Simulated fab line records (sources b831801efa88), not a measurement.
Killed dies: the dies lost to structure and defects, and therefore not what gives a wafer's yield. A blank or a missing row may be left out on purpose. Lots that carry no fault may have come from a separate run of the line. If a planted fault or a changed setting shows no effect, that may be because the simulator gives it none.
One fault through the eyes of 2 desks    flow sky130    each desk holds nothing but its own numbers, with what lay behind them at the end

THE TOOL OWNER'S DESK: implanter-01
For each lot that ran on this tool, the mean over its sampled wafers that have a number, from the tool's own readings at SKY_LDD_HVN_IMPLANT_08. Marked OUT: a lot whose mean sits more than 4 standard deviations from the usual mean, which makes it out of limits; the brackets give that distance.
Columns: A = beam_energy_keV at SKY_LDD_HVN_IMPLANT_08, usual 59.996; B = faraday_current_uA at SKY_LDD_HVN_IMPLANT_08, usual 169
lot   first seen here  A                         B
L108  day 21 01:08     59.987                    170
L117  day 24 06:52     62.112 (+99 or more) OUT  172
L118  day 24 12:52     62.107 (+99 or more) OUT  168
L122  day 25 23:33     62.110 (+99 or more) OUT  165
This desk finds L117, L118, L122 out of limits, L117 being first, at day 24 06:52 (beam_energy_keV at SKY_LDD_HVN_IMPLANT_08). L108: within limits.

THE METROLOGY DESK
Lot by lot, what the gauges showed, no matter which tool ran the lot: averages of those sampled wafers that carry a number. Marked OUT: a lot whose mean sits more than 4 standard deviations from the usual mean, which makes it out of limits; the brackets give that distance.
Columns: A = LDD_P_OVL at SKY_LDD_P_OVL_MEAS_08, usual -1.1 nm; B = LDD_P_TW at SKY_LDD_P_TW_MEAS_11, usual 633; C = LDD_HVN_OVL at SKY_LDD_HVN_OVL_MEAS_07, usual -0.8 nm
lot   first seen here  A     B    C
L108  day 19 18:22     0.2   640  2.5
L110  day 20 08:53     -1.6  630  -0.9
L117  day 23 00:05     0.2   637  -1.9
L118  day 23 05:58     -0.4  637  1.1
L120  day 24 01:09     -2.0  632  0.9
L122  day 24 17:08     -0.8  622  -2.7
L129  day 27 05:23     -1.2  623  -1.4
Result from this desk: across the 7 lots, nothing is out of limits.

TAKEN TOGETHER
The tool owner's desk had the chance to raise an alarm at day 24 06:52 on L117, L118, L122.
Metrology desk: nothing out of limits seen.
The metrology desk holds a record of L117, L118, L122, inside its limits.
All the named lots went through SKY_LDD_HVN_IMPLANT_08 on implanter-01.

WHAT WAS PUT IN BY THE SIMULATOR
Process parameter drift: implanter-01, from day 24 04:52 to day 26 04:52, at SKY_LDD_HVN_IMPLANT_08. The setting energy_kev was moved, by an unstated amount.
Lots struck among those shown: L117, L118, L122.
Time in hours from fault onset to the first out-of-limits reading at each desk: the tool owner's desk, 2.
